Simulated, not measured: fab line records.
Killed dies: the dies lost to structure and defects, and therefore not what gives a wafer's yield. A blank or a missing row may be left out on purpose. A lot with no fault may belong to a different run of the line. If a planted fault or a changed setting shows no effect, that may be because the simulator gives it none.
fab line records    flow sky130
[record] lots = 13  wafers = 39  last-day = 50
route steps=708 shown VIA3@574 METAL4@598
lots with no fault: from the same line, run without faults
start-h: hours from the record's first day to the start of the lot's first wafer shown    wait-h: time in hours since the lot's previous step    " as in the row above    L1.1+2: one row covering several wafers at once    - either no value or no given start    * or withheld: withheld    < > ~ a bound
route shown NAME@n: names a module that has steps shown in the file, with the first one's number in the route    usual: mean/standard deviation of fault-free wafers    same: alike in all rows    chamber/n: place in a boat    sites: the reading at each site    _std_site: how widely they spread, as a standard deviation    _edge_site: outer sites' mean less inner sites'    radius-mm: how far each site lies from the wafer's centre    mask NAME#n: copy n    behind: the most recent tool/chamber to have shaped the wafer    hold: the reason the lot was held/the length of the hold in hours/how it ended    device: whichever transistor did not switch (one of n, p or np)    end of line: tests of these same wafers at the route's end    where a step has no rows: the recipe by itself    killed: dies lost to structure and defects at the first sort, not the wafer's yield    map: dies across one wafer; x = killed, . = not, _ = none there
set.NAME: setting as actually run; set.NAME@STEP: the setting as run at that earlier step    model.NAME: the simulator's own value behind a step, which no gauge read
steps of the route over a sample of lots; a table a step, a row a wafer
services: the hour from which a tool's chamber was out of use, counted from the record's first day as start-h (under 0 if before that day), plus the number of hours and why
[[steps]]
[step SKY_VIA3_THK_MEAS_01]
[recipe] reads = SiO2_of_VIA3_HDPCVD_00
[usual] VIA3_HDPCVD_THK = 1640/18
lot.wafer  tool           chamber  start-h  wait-h  VIA3_HDPCVD_THK[nm]
L489.1     film-metro-03  -        916.58   0.1     1671
L489.3     "              -        "        "       1644
L489.6     "              -        "        "       1649
L491.2     film-metro-04  -        917.85   0.1     1647
L491.4     "              -        "        "       1650
L491.5     "              -        "        "       1649
L493.3     film-metro-04  -        931.06   0.1     1650
L493.5     "              -        "        "       1641
L493.6     "              -        "        "       1633
L494.4     film-metro-04  -        937.47   0.0     1633
L494.5     "              -        "        "       1630
L494.6     "              -        "        "       1645
L497.2     film-metro-01  -        960.42   0.1     1611
L497.5     "              -        "        "       1606
L497.6     "              -        "        "       1622
L498.1     film-metro-01  -        966.68   0.1     1616
L498.2     "              -        "        "       1630
L498.6     "              -        "        "       1636
L499.2     film-metro-03  -        974.04   0.1     1658
L499.5     "              -        "        "       1672
L499.6     "              -        "        "       1660
L500.4     film-metro-01  -        978.70   0.0     1615
L500.5     "              -        "        "       1618
L500.6     "              -        "        "       1617
L501.3     film-metro-01  -        984.24   0.1     1645
L501.4     "              -        "        "       1638
L501.5     "              -        "        "       1627
L502.2     film-metro-04  -        997.34   0.1     1623
L502.4     "              -        "        "       1631
L502.6     "              -        "        "       1645
L503.3     film-metro-01  -        998.79   0.1     1622
L503.4     "              -        "        "       1611
L503.6     "              -        "        "       1613
L507.1     film-metro-01  -        1029.93  0.1     1625
L507.4     "              -        "        "       1623
L507.6     "              -        "        "       1639
L512.3     film-metro-03  -        1074.48  0.1     1658
L512.5     "              -        "        "       1634
L512.6     "              -        "        "       1656
[step SKY_VIA3_EXPOSE_09]
[recipe] mask-id = VIM3  na = 0.8  source-shape = annular  sigma-inner = 0.55  sigma-outer = 0.85  target-cd-nm = 200  dose-mj = 38
[usual] exposure-dose-mJ-cm2 = 37.94/0.05
lot.wafer  tool            chamber  start-h  wait-h  mask    exposure-dose-mJ-cm2
L489.1     krf-scanner-02  0        928.93   -       VIM3#0  37.89
L489.3     "               0        "        "       VIM3#0  37.89
L489.6     "               0        "        "       VIM3#0  37.89
L491.2     krf-scanner-01  0        931.11   -       VIM3#0  37.95
L491.4     "               0        "        "       VIM3#0  37.98
L491.5     "               0        "        "       VIM3#0  37.96
L493.3     krf-scanner-02  0        943.90   -       VIM3#0  37.89
L493.5     "               0        "        "       VIM3#0  37.93
L493.6     "               0        "        "       VIM3#0  37.90
L494.4     krf-scanner-02  0        950.14   -       VIM3#0  37.85
L494.5     "               0        "        "       VIM3#0  37.86
L494.6     "               0        "        "       VIM3#0  37.90
L497.2     krf-scanner-01  0        973.20   -       VIM3#0  38.03
L497.5     "               0        "        "       VIM3#0  37.99
L497.6     "               0        "        "       VIM3#0  38.00
L498.1     krf-scanner-02  0        979.21   -       VIM3#0  37.97
L498.2     "               0        "        "       VIM3#0  37.91
L498.6     "               0        "        "       VIM3#0  37.92
L499.2     krf-scanner-01  0        986.68   -       VIM3#0  37.96
L499.5     "               0        "        "       VIM3#0  37.93
L499.6     "               0        "        "       VIM3#0  38.01
L500.4     krf-scanner-02  0        991.41   -       VIM3#0  37.90
L500.5     "               0        "        "       VIM3#0  37.90
L500.6     "               0        "        "       VIM3#0  37.97
L501.3     krf-scanner-02  0        996.73   -       VIM3#0  37.88
L501.4     "               0        "        "       VIM3#0  37.88
L501.5     "               0        "        "       VIM3#0  37.91
L502.2     krf-scanner-01  0        1009.58  -       VIM3#0  37.97
L502.4     "               0        "        "       VIM3#0  37.99
L502.6     "               0        "        "       VIM3#0  38.00
L503.3     krf-scanner-01  0        1011.17  -       VIM3#0  37.95
L503.4     "               0        "        "       VIM3#0  37.98
L503.6     "               0        "        "       VIM3#0  37.98
L507.1     krf-scanner-02  0        1041.67  -       VIM3#0  38.98
L507.4     "               0        "        "       VIM3#0  39.01
L507.6     "               0        "        "       VIM3#0  39.02
L512.3     krf-scanner-01  0        1085.18  -       VIM3#0  37.93
L512.5     "               0        "        "       VIM3#0  37.99
L512.6     "               0        "        "       VIM3#0  37.94
[step SKY_VIA3_CD_MEAS_12]
[recipe] target-cd-nm = 200
[usual] cd-nm = 199.7/1.5
lot.wafer  tool       chamber  start-h  wait-h  cd-nm
L489.1     cd-sem-01  -        940.73   -       200.9
L489.3     "          -        "        "       200.1
L489.6     "          -        "        "       200.6
L491.2     cd-sem-01  -        943.05   -       198.4
L491.4     "          -        "        "       201.3
L491.5     "          -        "        "       199.4
L493.3     cd-sem-01  -        955.37   -       198.8
L493.5     "          -        "        "       199.7
L493.6     "          -        "        "       199.2
L494.4     cd-sem-01  -        962.20   -       199.3
L494.5     "          -        "        "       199.6
L494.6     "          -        "        "       200.6
L497.2     cd-sem-02  -        984.91   -       198.2
L497.5     "          -        "        "       198.6
L497.6     "          -        "        "       198.7
L498.1     cd-sem-02  -        991.04   -       201.4
L498.2     "          -        "        "       200.2
L498.6     "          -        "        "       199.6
L499.2     cd-sem-02  -        997.90   -       200.1
L499.5     "          -        "        "       199.7
L499.6     "          -        "        "       200.9
L500.4     cd-sem-02  -        1002.50  -       200.4
L500.5     "          -        "        "       199.1
L500.6     "          -        "        "       201.4
L501.3     cd-sem-01  -        1008.32  -       200.9
L501.4     "          -        "        "       199.8
L501.5     "          -        "        "       200.2
L502.2     cd-sem-02  -        1020.85  -       200.1
L502.4     "          -        "        "       202.2
L502.6     "          -        "        "       201.4
L503.3     cd-sem-01  -        1022.14  -       200.1
L503.4     "          -        "        "       200.8
L503.6     "          -        "        "       200.6
L507.1     cd-sem-01  -        1052.08  -       180.6
L507.4     "          -        "        "       140.8
L507.6     "          -        "        "       181.5
L512.3     cd-sem-01  -        1095.08  -       199.4
L512.5     "          -        "        "       199.7
L512.6     "          -        "        "       199.9
[step SKY_VIA3_ETCH_14]
[recipe] chemistry = N2/H2  target = BARC  ion-energy-ev = 200  source-w = 500  bias-w = 100  pressure-mtorr = 30  n2-flow-sccm = 100  h2-flow-sccm = 200  stop-on = SiO2  time-s = 45.9  target-depth-a = 600
[usual] chamber-pressure-mTorr = 29.998/0.026  drypump-motor-current-A = 5.9/0.38  n2-flow-sccm = 100.00/0.29  oes-product-au = 0.854/0.0053  throttle-valve-pct = 13.225/0.0092
lot.wafer  tool         chamber  start-h  wait-h  chamber-pressure-mTorr  drypump-motor-current-A  n2-flow-sccm  oes-product-au  rf-hours-counter-h  throttle-valve-pct
L489.1     rie-diel-04  1        940.89   0.0     29.992                  6.2                      99.95         0.864           11                  13.237
L489.3     "            2        "        "       30.011                  6.5                      99.64         0.849           14                  13.243
L489.6     "            3        "        "       29.989                  5.9                      100.04        0.854           -                   13.233
L491.2     rie-diel-03  2        943.19   0.0     29.996                  6.0                      100.24        0.860           17                  13.225
L491.4     "            2        "        "       30.001                  6.0                      100.05        0.854           -                   13.209
L491.5     "            0        "        "       29.991                  5.7                      100.02        0.862           -                   13.227
L493.3     rie-diel-01  3        955.49   0.0     29.981                  5.1                      99.82         0.849           10                  13.229
L493.5     "            0        "        "       29.987                  5.9                      100.12        0.854           -                   13.224
L493.6     "            3        "        "       29.982                  5.1                      99.81         0.854           -                   13.230
L494.4     rie-diel-04  2        962.29   0.0     30.041                  6.5                      99.89         0.853           14                  13.232
L494.5     "            3        "        "       29.973                  5.9                      100.18        0.850           -                   13.216
L494.6     "            2        "        "       29.971                  6.5                      99.95         0.852           -                   13.222
L497.2     rie-diel-01  0        985.05   0.0     30.004                  5.9                      100.11        0.856           8                   13.223
L497.5     "            1        "        "       29.994                  5.6                      100.31        0.854           -                   13.233
L497.6     "            0        "        "       29.973                  5.9                      99.91         0.857           -                   13.230
L498.1     rie-diel-04  3        991.20   0.0     30.018                  5.9                      99.65         0.859           19                  13.217
L498.2     "            1        "        "       29.961                  6.2                      100.16        0.853           13                  13.223
L498.6     "            1        "        "       29.993                  6.2                      99.89         0.857           -                   13.228
L499.2     rie-diel-03  3        998.04   0.0     30.025                  6.3                      100.01        0.856           12                  13.220
L499.5     "            3        "        "       29.958                  6.3                      100.09        0.859           -                   13.229
L499.6     "            0        "        "       29.991                  5.7                      99.79         0.858           -                   13.222
L500.4     rie-diel-01  3        1002.59  0.0     30.025                  5.1                      99.91         0.849           11                  13.220
L500.5     "            2        "        "       29.997                  5.4                      99.61         0.853           -                   13.226
L500.6     "            3        "        "       30.012                  5.1                      100.75        0.860           -                   13.220
L501.3     rie-diel-03  0        1008.44  0.0     29.990                  5.7                      100.26        0.863           4                   13.235
L501.4     "            2        "        "       30.000                  6.0                      100.16        0.852           19                  13.233
L501.5     "            0        "        "       29.982                  5.7                      99.86         0.858           -                   13.213
L502.2     rie-diel-01  3        1020.99  0.0     29.975                  5.1                      99.83         0.851           12                  13.229
L502.4     "            2        "        "       29.995                  5.4                      100.09        0.846           8                   13.233
L502.6     "            2        "        "       29.976                  5.4                      99.59         0.843           -                   13.228
L503.3     rie-diel-01  0        1022.26  0.0     30.020                  5.9                      100.24        0.854           10                  13.218
L503.4     "            3        "        "       30.010                  5.1                      100.36        0.864           12                  13.229
L503.6     "            3        "        "       30.003                  5.1                      100.68        0.855           -                   13.221
L507.1     rie-diel-04  2        1052.24  0.0     29.997                  6.5                      99.85         0.850           17                  13.228
L507.4     "            0        "        "       29.938                  5.7                      100.04        0.860           11                  13.225
L507.6     "            2        "        "       30.039                  6.5                      100.02        0.855           -                   13.217
L512.3     rie-diel-01  0        1095.20  0.0     29.988                  6.0                      99.97         0.863           13                  13.228
L512.5     "            2        "        "       30.014                  5.4                      99.84         0.860           -                   13.226
L512.6     "            3        "        "       30.052                  5.1                      100.09        0.873           -                   13.223
[step SKY_METAL4_SPUTTER_00]
[recipe] material = Ti  target-thk-nm = 15  power-w = 3000  time-s = 10  chamber-pressure-pa = 0.4
[usual] throttle-valve-pct = 29.5/0.61
lot.wafer  tool            chamber  start-h  wait-h  throttle-valve-pct
L489.1     pvd-sputter-01  -        942.40   0.1     29.5
L489.3     "               -        "        "       29.6
L489.6     "               -        "        "       29.5
L491.2     pvd-sputter-01  -        944.59   0.2     29.4
L491.4     "               -        "        "       29.5
L491.5     "               -        "        "       29.6
L493.3     pvd-sputter-01  -        956.84   0.2     29.8
L493.5     "               -        "        "       29.7
L493.6     "               -        "        "       29.7
L494.4     pvd-sputter-01  -        963.65   0.1     29.4
L494.5     "               -        "        "       29.9
L494.6     "               -        "        "       29.6
L497.2     pvd-sputter-01  -        986.40   0.2     29.9
L497.5     "               -        "        "       29.6
L497.6     "               -        "        "       29.6
L498.1     pvd-sputter-02  -        992.63   0.1     28.7
L498.2     "               -        "        "       30.0
L498.6     "               -        "        "       28.7
L499.2     pvd-sputter-03  -        999.43   0.2     28.1
L499.5     "               -        "        "       30.8
L499.6     "               -        "        "       29.0
L500.4     pvd-sputter-02  -        1004.21  0.1     28.6
L500.5     "               -        "        "       30.0
L500.6     "               -        "        "       29.8
L501.3     pvd-sputter-02  -        1009.80  0.1     29.2
L501.4     "               -        "        "       28.5
L501.5     "               -        "        "       29.7
L502.2     pvd-sputter-01  -        1022.38  0.1     29.5
L502.4     "               -        "        "       29.5
L502.6     "               -        "        "       29.9
L503.3     pvd-sputter-02  -        1023.63  0.2     29.7
L503.4     "               -        "        "       29.4
L503.6     "               -        "        "       29.5
L507.1     pvd-sputter-02  -        1053.60  0.2     29.5
L507.6     "               -        "        "       29.7
L512.3     pvd-sputter-02  -        1096.56  0.2     29.8
L512.5     "               -        "        "       30.0
L512.6     "               -        "        "       28.6
[[services]]
tool            chamber  start-h  hours  kind
krf-scanner-01  -        907.42   2.6    repair
krf-scanner-02  -        913.34   1.3    pm
rie-diel-01     2        915.12   2.3    repair
rie-diel-04     0        924.83   5.9    repair
krf-scanner-01  -        925.52   3.6    pm
rie-diel-03     1        927.41   5.7    repair
rie-diel-03     0        935.76   3.3    repair
krf-scanner-02  -        946.58   0.8    pm
krf-scanner-02  -        960.33   1.0    pm
krf-scanner-01  -        969.16   4.0    pm
krf-scanner-02  -        972.18   4.9    repair
rie-diel-04     0        976.29   4.5    repair
rie-diel-04     0        1000.48  5.6    repair
krf-scanner-02  -        1021.36  5.1    repair
pvd-sputter-02  -        1025.53  7.7    repair
rie-diel-04     3        1030.54  4.0    repair
rie-diel-01     1        1054.73  29.8   repair
krf-scanner-01  -        1059.52  1.3    pm
krf-scanner-01  -        1060.82  0.8    pm
krf-scanner-01  -        1061.57  1.0    pm
pvd-sputter-01  -        1079.39  60.2   repair
krf-scanner-02  -        1087.20  3.6    pm
krf-scanner-02  -        1090.76  1.3    pm
krf-scanner-02  -        1095.60  18.4   repair
[[key]]
[first-sign] step = SKY_VIA3_EXPOSE_09  reading = exposure-dose-mJ-cm2  direction = up  sigmas = 21  usual = *  struck = *
[effect] step = SKY_VIA3_CD_MEAS_12  reading = cd-nm  direction = down  sigmas = 22  usual = 199.7  struck = 167.6  through = control-loop
met-at SKY_VIA3_EXPOSE_09
struck-lots L507
later-rows-left-out L507.4
sort-left-out L507.1,L507.4,L507.6
[loop-trim] step = SKY_VIA3_EXPOSE_09  setting = dose  lots = L507
not-acting-at SKY_VIA3_THK_MEAS_01,SKY_VIA3_ETCH_14,SKY_METAL4_SPUTTER_00
onset-between 996.73 1041.67
[fault] kind = process-parameter-drift  tool = krf-scanner-02  chamber = -  onset-h = 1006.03  steps = SKY_VIA3_EXPOSE_09  channel = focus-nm  offset = 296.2  spread-by-wafer = 0.3  shape = step  end-h = 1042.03
// sort-left-out: the simulated sort isn't trusted on such a fault, so these wafers' sort isn't shown, and their yield isn't known
// later-rows-left-out: the simulator's readings of these wafers behind a module that went badly wrong aren't trusted and aren't shown, but for the sort
// loop-trim: a control loop set the setting to another value than it would have without faults
